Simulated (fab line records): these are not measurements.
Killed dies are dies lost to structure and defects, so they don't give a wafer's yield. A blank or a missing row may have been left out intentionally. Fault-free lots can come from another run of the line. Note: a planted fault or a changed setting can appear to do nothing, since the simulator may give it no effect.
What tool caused it? | flow gf180mcu | 24 lots, 72 wafers sampled, at 4 steps of a route of 602

== WHAT THE GAUGES SHOWED, per wafer ==
GF_V2_CD_MEAS_14 targets a cd of 260 nm. Usual: 260.4 nm for cd-nm, sd 1.3.
lot  | measured     | on        | cd-nm (nm)        | flag
L074 | day 20 15:06 | cd-sem-02 | 260.4 260.5 259.5 |
L075 | day 21 03:23 | cd-sem-01 | 261.4 260.5 261.9 |
L076 | day 21 07:07 | cd-sem-01 | 262.5 262.9 262.7 |
L077 | day 21 18:20 | cd-sem-02 | 261.7 261.4 261.1 |
L078 | day 22 00:06 | cd-sem-01 | 259.8 262.4 261.6 |
L079 | day 22 09:49 | cd-sem-01 | 259.2 260.7 259.2 |
L080 | day 22 16:37 | cd-sem-01 | 260.0 260.7 258.8 |
L081 | day 22 21:34 | cd-sem-02 | 260.1 261.3 261.1 |
L082 | day 23 12:46 | cd-sem-02 | 260.7 260.3 260.2 |
L083 | day 23 19:19 | cd-sem-02 | 258.0 258.4 259.0 |
L084 | day 23 23:40 | cd-sem-01 | 258.9 258.2 258.4 |
L085 | day 24 12:01 | cd-sem-01 | 258.8 259.9 258.6 |
L086 | day 24 15:34 | cd-sem-01 | 259.7 260.8 259.6 |
L087 | day 25 03:05 | cd-sem-01 | 259.0 260.2 261.1 |
L088 | day 25 10:16 | cd-sem-01 | 260.4 261.7 261.5 |
L089 | day 25 13:23 | cd-sem-02 | 260.8 261.2 260.2 |
L090 | day 25 21:10 | cd-sem-02 | 261.0 262.0 261.0 |
L091 | day 26 06:31 | cd-sem-01 | 259.9 260.0 258.4 |
L092 | day 26 11:55 | cd-sem-01 | 258.9 258.8 259.8 |
L093 | day 26 22:59 | cd-sem-02 | 260.5 259.6 259.8 |
L094 | day 27 02:47 | cd-sem-01 | 262.5 263.1 261.8 |
L095 | day 27 09:16 | cd-sem-01 | 259.7 261.0 260.3 |
L096 | day 27 15:47 | cd-sem-02 | 260.1 260.1 260.2 |
L097 | day 28 00:05 | cd-sem-02 | 259.8 259.7 258.8 |

GF_V3_THK_MEAS_01. Usual: for V3_CVD_00_THK the level is 602 nm and the standard deviation is 7.
lot  | measured     | on            | V3_CVD_00_THK (nm) | flag
L074 | day 21 17:56 | film-metro-04 | 594 590 591        |
L075 | day 22 05:35 | film-metro-02 | 607 599 600        |
L076 | day 22 09:21 | film-metro-04 | 610 598 595        |
L077 | day 22 20:16 | film-metro-04 | 606 599 604        |
L078 | day 23 01:50 | film-metro-03 | 589 592 589        |
L079 | day 23 12:34 | film-metro-04 | 600 596 605        |
L080 | day 23 18:18 | film-metro-02 | 604 593 610        |
L081 | day 23 22:43 | film-metro-02 | 603 603 598        |
L082 | day 24 13:43 | film-metro-02 | 609 607 611        |
L083 | day 24 19:58 | film-metro-02 | 602 591 599        |
L084 | day 25 00:10 | film-metro-03 | 606 599 608        |
L085 | day 25 11:29 | film-metro-02 | 619 618 618        |
L086 | day 25 15:46 | film-metro-04 | 608 599 612        |
L087 | day 26 03:01 | film-metro-02 | 592 589 587        |
L088 | day 26 10:06 | film-metro-04 | 599 611 599        |
L089 | day 26 13:32 | film-metro-02 | 602 594 599        |
L090 | day 26 20:44 | film-metro-03 | 604 605 603        |
L091 | day 27 05:45 | film-metro-03 | 603 598 597        |
L092 | day 27 10:36 | film-metro-03 | 601 603 597        |
L093 | day 27 22:10 | film-metro-02 | 598 600 608        |
L094 | day 28 01:56 | film-metro-02 | 607 602 610        |
L095 | day 28 08:08 | film-metro-03 | 597 601 609        |
L096 | day 28 14:47 | film-metro-02 | 598 594 602        |
L097 | day 28 22:01 | film-metro-02 | 608 607 603        |

GF_V3_RS_MEAS_24: uses a four-point probe to measure. Usual: for V3_W_RS the level is 0.3298 ohm/sq and the standard deviation is 0.0028.
lot  | measured     | on            | V3_W_RS (ohm/sq)     | flag
L074 | day 22 19:04 | film-metro-03 | 0.3297 0.3312 0.3296 |
L075 | day 23 06:40 | film-metro-03 | 0.3264 0.3331 0.3307 |
L076 | day 23 11:08 | film-metro-03 | 0.3271 0.3319 0.3273 |
L077 | day 23 21:01 | film-metro-02 | 0.3313 0.3290 0.3276 |
L078 | day 24 02:37 | film-metro-04 | 0.3311 0.3248 0.3271 |
L079 | day 24 12:35 | film-metro-02 | 0.3276 0.3282 0.3292 |
L080 | day 24 18:10 | film-metro-04 | 0.3300 0.3308 0.3304 |
L081 | day 24 22:04 | film-metro-04 | 0.3273 0.3328 0.3320 |
L082 | day 25 12:58 | film-metro-04 | 0.3354 0.3320 0.3321 |
L083 | day 25 18:28 | film-metro-02 | 0.3279 0.3298 0.3318 |
L084 | day 25 22:52 | film-metro-02 | 0.3261 0.3304 0.3302 |
L085 | day 26 10:22 | film-metro-03 | 0.3297 0.3292 0.3300 |
L086 | day 26 14:14 | film-metro-03 | 0.3290 0.3314 0.3286 |
L087 | day 27 01:39 | film-metro-02 | 0.3267 0.3289 0.3252 |
L088 | day 27 08:09 | film-metro-04 | 0.3306 0.3297 0.3274 |
L089 | day 27 11:11 | film-metro-03 | 0.3321 0.3330 0.3242 |
L090 | day 27 18:53 | film-metro-03 | 0.3310 0.3273 0.3294 |
L091 | day 28 03:49 | film-metro-02 | 0.3294 0.3307 0.3282 |
L092 | day 28 07:40 | film-metro-02 | 0.3243 0.3293 0.3296 |
L093 | day 28 19:20 | film-metro-04 | 0.3284 0.3295 0.3347 |
L094 | day 28 23:13 | film-metro-04 | 0.3354 0.3409 0.3344 |
L095 | day 29 04:47 | film-metro-02 | 0.3310 0.3321 0.3308 |
L096 | day 29 11:49 | film-metro-02 | 0.3264 0.3295 0.3234 |
L097 | day 29 18:50 | film-metro-02 | 0.3301 0.3344 0.3313 |

== TOOL THAT RAN EACH LOT (tool first, then ch and the chambers of the sampled wafers, then the start) ==
lot  | GF_V3_CVD_02
L074 | pecvd-02 ch 0,1,2, day 21 17:59
L075 | pecvd-04 ch 0,1,2, day 22 05:38
L076 | pecvd-04 ch 0,1, day 22 09:25
L077 | pecvd-03 ch 0,2, day 22 20:19
L078 | pecvd-03 ch 0,2, day 23 01:53
L079 | pecvd-02 ch 1,2, day 23 12:36
L080 | pecvd-03 ch 0,1,2, day 23 18:20
L081 | pecvd-03 ch 1,2, day 23 22:45
L082 | pecvd-02 ch 0,1,2, day 24 13:46
L083 | pecvd-02 ch 0,1,2, day 24 20:02
L084 | pecvd-04 ch 1,2, day 25 00:14
L085 | pecvd-04 ch 0,2, day 25 11:32
L086 | pecvd-03 ch 0,2, day 25 15:50
L087 | pecvd-02 ch 1,2, day 26 03:04
L088 | pecvd-02 ch 0,1, day 26 10:11
L089 | pecvd-04 ch 0,1,2, day 26 13:35
L090 | pecvd-04 ch 0,2, day 26 20:47
L091 | pecvd-04 ch 0,1, day 27 05:49
L092 | pecvd-03 ch 0,1,2, day 27 10:40
L093 | pecvd-04 ch 1,2, day 27 22:13
L094 | pecvd-04 ch 0,1,2, day 28 01:59
L095 | pecvd-03 ch 0,2, day 28 08:12
L096 | pecvd-04 ch 0,1,2, day 28 14:51
L097 | pecvd-03 ch 0,2, day 28 22:05
- GF_V3_CVD_02: deposits SiO2 from TEOS, target thk 850 nm, time 94.851 s.

== AS READ BY THE TOOLS THEMSELVES (means over the sampled wafers that have a number; for cases with no such wafer, the mark the record gives instead) ==
GF_V3_CVD_02. Usual: 682 W for heater-power-w, sd 98.
lot  | tool     | heater-power-w (W) | flag
L074 | pecvd-02 | 748                |
L075 | pecvd-04 | 709                |
L076 | pecvd-04 | 814                |
L077 | pecvd-03 | 647                |
L078 | pecvd-03 | 682                |
L079 | pecvd-02 | 726                |
L080 | pecvd-03 | 666                |
L081 | pecvd-03 | 610                |
L082 | pecvd-02 | 708                |
L083 | pecvd-02 | 717                |
L084 | pecvd-04 | 585                |
L085 | pecvd-04 | 622                |
L086 | pecvd-03 | 652                |
L087 | pecvd-02 | 728                |
L088 | pecvd-02 | 613                |
L089 | pecvd-04 | 685                |
L090 | pecvd-04 | 599                |
L091 | pecvd-04 | 704                |
L092 | pecvd-03 | 715                |
L093 | pecvd-04 | 658                |
L094 | pecvd-04 | 680                |
L095 | pecvd-03 | 733                |
L096 | pecvd-04 | 654                |
L097 | pecvd-03 | 764                |

== THE ANSWER, worked out from the rows above alone ==
Rule: take the mean of a lot's wafers that have a number; if it is more than 3 standard deviations from the usual mean, the lot is off. Also off: a lot with no number at a reading for which 4 or more lots have one. The other lots that the step has rows for count as sound. First the gauges in route order, then the tools' own readings, where a lot's mean is used as printed above. The first step at which some lot is off is used, and at that step the reading that is off furthest; a lot without a number counts as furthest.
Across all readings shown, no lot is off: no conclusion can be drawn from this.

== WHAT THE SIMULATOR PUT IN ==
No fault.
